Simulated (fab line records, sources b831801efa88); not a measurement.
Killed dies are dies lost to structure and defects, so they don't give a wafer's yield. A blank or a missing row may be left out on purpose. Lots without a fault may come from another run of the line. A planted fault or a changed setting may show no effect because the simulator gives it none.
Chamber matching | flow sky130 | SKY_VIA3_ETCH_15 on rie_diel-04: 4 sister chambers
The step etches SiO2 in C4F8/O2/Ar, stops on TiN, target depth 507 nm, time 78 s. 8 wafers are shown with their chamber, then 12 later ones without.

WAFERS WITH THEIR CHAMBER
wafer  | chamber | oes_product_au (a.u.)
L082.2 | 0       | 0.947
L085.1 | 3       | 0.957
L092.3 | 1       | 0.945
L092.4 | 2       | 0.951
L092.5 | 3       | 0.950
L091.4 | 0       | 0.944
L091.5 | 2       | 0.937
L091.6 | 1       | 0.952

WAFERS WITHOUT THEIR CHAMBER
wafer  | oes_product_au (a.u.)
L093.2 | 0.949
L093.3 | 0.951
L093.4 | 0.941
L095.1 | 0.945
L095.4 | 0.938
L095.6 | 0.939
L096.3 | 0.942
L096.4 | 0.948
L096.5 | 0.945
L097.1 | 0.934
L097.3 | 0.945
L097.5 | 0.950

WHICH CHAMBER EACH WENT THROUGH
wafer  | from the rows above               | in truth
L093.2 | can't be placed: 1 or 0 or 3 or 2 | 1
L093.3 | can't be placed: 1 or 3 or 0 or 2 | 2
L093.4 | can't be placed: 2 or 0 or 1 or 3 | 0
L095.1 | can't be placed: 0 or 2 or 1 or 3 | 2
L095.4 | can't be placed: 2 or 0 or 1 or 3 | 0
L095.6 | can't be placed: 2 or 0 or 1 or 3 | 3
L096.3 | can't be placed: 2 or 0 or 1 or 3 | 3
L096.4 | can't be placed: 1 or 0 or 2 or 3 | 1
L096.5 | can't be placed: 0 or 2 or 1 or 3 | 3
L097.1 | can't be placed: 2 or 0 or 1 or 3 | 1
L097.3 | can't be placed: 0 or 2 or 1 or 3 | 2
L097.5 | can't be placed: 1 or 3 or 0 or 2 | 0
Placed correctly: 0 of 12. Can't be placed from these rows: 12 (the true chamber is among the candidates in 12). Placed wrongly: 0.
How it was worked out, from the rows above alone: a wafer's distance from a chamber is the root of the sum, over the readings, of the square of ((its reading less the chamber's mean) divided by the reading's scatter). The wafer belongs to the nearest chamber; if the next one is less than 2 further off, it can't be placed. A chamber's mean is the mean of its shown wafers. The scatter: the root of (the sum of the squares of (reading less its chamber's mean) over the shown wafers, divided by (wafers less chambers)).
